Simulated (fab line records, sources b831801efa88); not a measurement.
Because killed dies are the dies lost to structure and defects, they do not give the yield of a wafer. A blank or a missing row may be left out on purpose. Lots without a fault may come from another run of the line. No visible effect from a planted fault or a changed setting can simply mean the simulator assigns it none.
Comparing a struck lot with a sound one ; flow sky130 ; 15 steps out of a route of 708
Sound: these wafers, L394.1, L394.4, L394.6. Struck: wafer L410.6 (left out: L410.1, L410.2 of the same lot, which were not struck); the cause appears at the end.
Order at every step that has rows: each side's tool, ch and its chambers, its first start. Under that, the readings that differ: sound wafers ; struck wafers ; difference of the means ; sigmas: that difference in standard deviations of wafers without a fault.
alike: words and numbers the same on both sides, and readings whose means are apart by under 2 such deviations; not compared: readings that were withheld, readings missing a value for some wafer, numbers with overlapping values and no deviation given by the record, and bounds like >300 which may hide the same value.
The two part at a step that has a row with sigmas, a row that says differs or no value, or rows on one side only. Numbers that don't overlap but have no deviation are shown without sigmas and don't part them. A reading that every wafer of one side lacks parts them only if that side has two wafers or more.

first, 3 steps without rows for these wafers: SKY_VIA2_STRIP_17 (strips in post etch residue remover, time 1200 s); SKY_VIA2_CLEAN_18 (cleans in IPA, time 180 s); SKY_VIA2_CLEAN_19 (cleans in O3/DIW).
SKY_VIA2_SPUTTER_20: material TiN, target thk 20 nm, time 80 s.
  sound on pvd_sputter-02 at day 38 07:31; struck on pvd_sputter-03 at day 42 04:58
  alike: throttle_valve_pct
then, 1 step without rows for these wafers: SKY_VIA2_CVD_21 (deposits W, target thk 420 nm, time 126.4 s).
SKY_VIA2_RS_MEAS_22: the measuring method here is four-point-probe.
  sound on film_metro-03 at day 38 07:42; struck on film_metro-03 at day 42 05:10
  alike: VIA2_W_RS
SKY_VIA2_THK_MEAS_23: measures by xrf.
  sound on film_metro-03 at day 38 07:49; struck on film_metro-03 at day 42 05:17
  alike: VIA2_W_THK
SKY_VIA2_CMP_24: polishes, stops on SiO2, t overpolish 20 s, target thk 0 nm.
  sound on cmp-02 ch 0,2,3, day 38 07:59; struck on cmp-02 ch 0, day 42 05:20
  alike: motor_current_A, overpolish_run_s, time_to_endpoint_s
SKY_METAL3_SPUTTER_00: material Ti, target thk 15 nm, time 10 s.
  sound on pvd_sputter-02 at day 38 08:11; struck on pvd_sputter-02 at day 42 05:38
  alike: throttle_valve_pct
then, 1 step without rows for these wafers: SKY_METAL3_SPUTTER_01 (material TiN, target thk 20 nm, time 16.7 s).
SKY_METAL3_SPUTTER_02: material AlCu, target thk 735 nm, time 39.1 s.
  sound on pvd_sputter-02 at day 38 08:14; struck on pvd_sputter-02 at day 42 05:41
reading;sound;struck;difference;sigmas
throttle_valve_pct (%);28.5 31.9 28.5;32.2;+2.6;+2
SKY_METAL3_SPUTTER_03: material Ti, target thk 5 nm, time 3.3 s.
  sound on pvd_sputter-02 at day 38 08:16; struck on pvd_sputter-02 at day 42 05:44
reading;sound;struck;difference;sigmas
throttle_valve_pct (%);28.8 31.9 28.5;32.3;+2.6;+2
SKY_METAL3_SPUTTER_04: material TiN, target thk 70 nm, time 58.3 s.
  sound on pvd_sputter-02 at day 38 08:17; struck on pvd_sputter-02 at day 42 05:45
reading;sound;struck;difference;sigmas
throttle_valve_pct (%);28.5 32.0 28.5;32.1;+2.4;+2
model.TiN_of_METAL3_SPUTTER_04.thk_nm (nm);69.9 69.62 70.47;89.01;+19.01;
then, 1 step without rows for these wafers: SKY_CAPM_CVD_00 (deposits SiO2, target thk 15.5 nm).
-- the record jumps here: 8 days lie between the struck wafers' starts before and after (it left off in module CAPM and takes up again in module PAD_OPEN, whose first step shown is number 708 of the route) --
SKY_PAD_OPEN_PROBE_99:
  sound on prober-02 at day 47 12:13; struck on prober-02 at day 50 07:14
  alike: defect_limited_yield, killed_at_M0_to_M3, killed_at_M4_up, killed_at_contacts, killed_at_front_end, killed_at_other, killed_dies, killed_open, killed_short, sort_bin_3_pad_short, sort_bin_5_function, sort_bin_6_memory, sort_n_pass, sort_yield_pct

## WHERE THEY PART
At SKY_METAL3_SPUTTER_02 first; at SKY_METAL3_SPUTTER_04 last (within this record only). Later steps at which nothing parts them and some readings are alike: SKY_PAD_OPEN_PROBE_99.

WHY: the cause the simulator had injected
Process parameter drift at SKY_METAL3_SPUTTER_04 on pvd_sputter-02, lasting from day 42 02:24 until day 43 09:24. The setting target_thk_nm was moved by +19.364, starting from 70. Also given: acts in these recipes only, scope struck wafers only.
